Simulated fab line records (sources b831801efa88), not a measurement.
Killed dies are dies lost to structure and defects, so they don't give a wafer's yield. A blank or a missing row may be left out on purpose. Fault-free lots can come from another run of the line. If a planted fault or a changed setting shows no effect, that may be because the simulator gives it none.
Split-lot experiment + flow sky130 + on a route of 708 steps: 5 lots, 23 wafers read

THE SPLIT
At SKY_METAL4_SPUTTER_04 (material TiN, target thk 70 nm, time 58.3 s), the setting power w was moved away from the recipe's 6500 W on 7 of the 23 wafers read, by -12.0% to -4.1%. This setting was run at the recipe's value on the other wafers.

Reading taken at the split's own step.

THE READING
TiN_of_METAL4_SPUTTER_04.thk nm (the simulator's own value, which no gauge read), in nm, at SKY_METAL4_SPUTTER_04 (material TiN, target thk 70 nm, time 58.3 s). The file does not state a usual value for it. Across the 16 wafers here that went through the recipe, the average is 70.06 nm and the standard deviation 1.1 nm.

| wafer  | tool, chamber at the split | power w as run, W | against the recipe | TiN_of_METAL4_SPUTTER_04.thk nm, nm | against lot-mates on the recipe |
|--------|----------------------------|-------------------|--------------------|-------------------------------------|---------------------------------|
| L077.1 | pvd sputter-01, -          | 6234              | -4.1%              | 66.82                               | -3.78                           |
| L077.2 | pvd sputter-01, -          | 6234              | -4.1%              | 68.02                               | -2.58                           |
| L077.3 | pvd sputter-01, -          | 6500              | recipe             | 70.48                               | -                               |
| L077.5 | pvd sputter-01, -          | 6500              | recipe             | 70.56                               | -                               |
| L077.6 | pvd sputter-01, -          | 6500              | recipe             | 70.76                               | -                               |
| L080.2 | pvd sputter-03, -          | 6500              | recipe             | 71.03                               | -                               |
| L080.4 | pvd sputter-03, -          | 6500              | recipe             | 69.63                               | -                               |
| L080.5 | pvd sputter-03, -          | 6500              | recipe             | 69.12                               | -                               |
| L082.1 | pvd sputter-02, -          | 6500              | recipe             | 68.22                               | -                               |
| L082.3 | pvd sputter-02, -          | 5721              | -12.0%             | 61.41                               | -7.31                           |
| L082.4 | pvd sputter-02, -          | 6500              | recipe             | 69.22                               | -                               |
| L082.5 | pvd sputter-02, -          | 6500              | recipe             | 68.72                               | -                               |
| L082.6 | pvd sputter-02, -          | 5721              | -12.0%             | 61.47                               | -7.25                           |
| L084.1 | pvd sputter-01, -          | 6500              | recipe             | 71.43                               | -                               |
| L084.2 | pvd sputter-01, -          | 6500              | recipe             | 70.09                               | -                               |
| L084.3 | pvd sputter-01, -          | 6500              | recipe             | 71.18                               | -                               |
| L084.5 | pvd sputter-01, -          | 6500              | recipe             | 71.06                               | -                               |
| L084.6 | pvd sputter-01, -          | 6500              | recipe             | 70.99                               | -                               |
| L085.1 | pvd sputter-02, -          | 6500              | recipe             | 70.42                               | -                               |
| L085.2 | pvd sputter-02, -          | 6500              | recipe             | 68.1                                | -                               |
| L085.3 | pvd sputter-02, -          | 6124              | -5.8%              | 65.22                               | -4.04                           |
| L085.4 | pvd sputter-02, -          | 6124              | -5.8%              | 65.37                               | -3.89                           |
| L085.5 | pvd sputter-02, -          | 6124              | -5.8%              | 64.33                               | -4.93                           |

FIT RESULTS
A straight line over all 23 wafers: TiN_of_METAL4_SPUTTER_04.thk nm changes by +0.748 nm for each +1% of power w; r = +0.94; the points scatter about the line by 1 nm.
The same after taking each lot's own level away (the mean of its wafers on the recipe; 23 wafers): +0.643 nm for each +1%; r = +0.97; scatter 0.67 nm.
Per that fit: largest power w move, reading shift of 7.7 nm.
Measured against the standard deviation above, the lots' own levels, which go from 68.720 to 70.950 nm, span 2.1 times it.
Thus the slope moves with the lot-to-lot level: the two fits are different.
Check: -8.05 nm against its lot-mates is what the line predicts for one of the wafers moved furthest among these (-12.0%) when that wafer is left out of the fit. It came out at -7.31 nm against them.

OTHER SPLITS APPLIED TO THESE WAFERS
Note: prior to the reading, these wafers also went through further splits. Each is held against what the fit with the lots' levels taken away leaves over:
| other split on the same wafers     | wafers away from the commonest value | r with TiN_of_METAL4_SPUTTER_04.thk nm (lot level and that fit taken away) |
|------------------------------------|--------------------------------------|----------------------------------------------------------------------------|
| SKY_VIA2_HDPCVD_00 time s          | 6                                    | -0.14                                                                      |
| SKY_VIA2_CVD_21 temp c             | 10                                   | -0.08                                                                      |
| SKY_METAL3_SPUTTER_04 time s       | 10                                   | -0.25                                                                      |
| SKY_CAPM_SPUTTER_02 time s         | 6                                    | -0.07                                                                      |
| SKY_CAPM_METAL_ETCH_13 time s      | 5                                    | -0.07                                                                      |
| SKY_METAL3_ETCH_17 time s          | 9                                    | -0.18                                                                      |
| SKY_VIA3_CMP_02 leave above ref nm | 5                                    | -0.21                                                                      |
| SKY_VIA3_ETCH_14 source w          | 7                                    | -0.20                                                                      |

THE FILE'S OWN FIT
TiN_of_METAL4_SPUTTER_04.thk nm changes by +0.645 nm for each +1% of power w, r = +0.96.
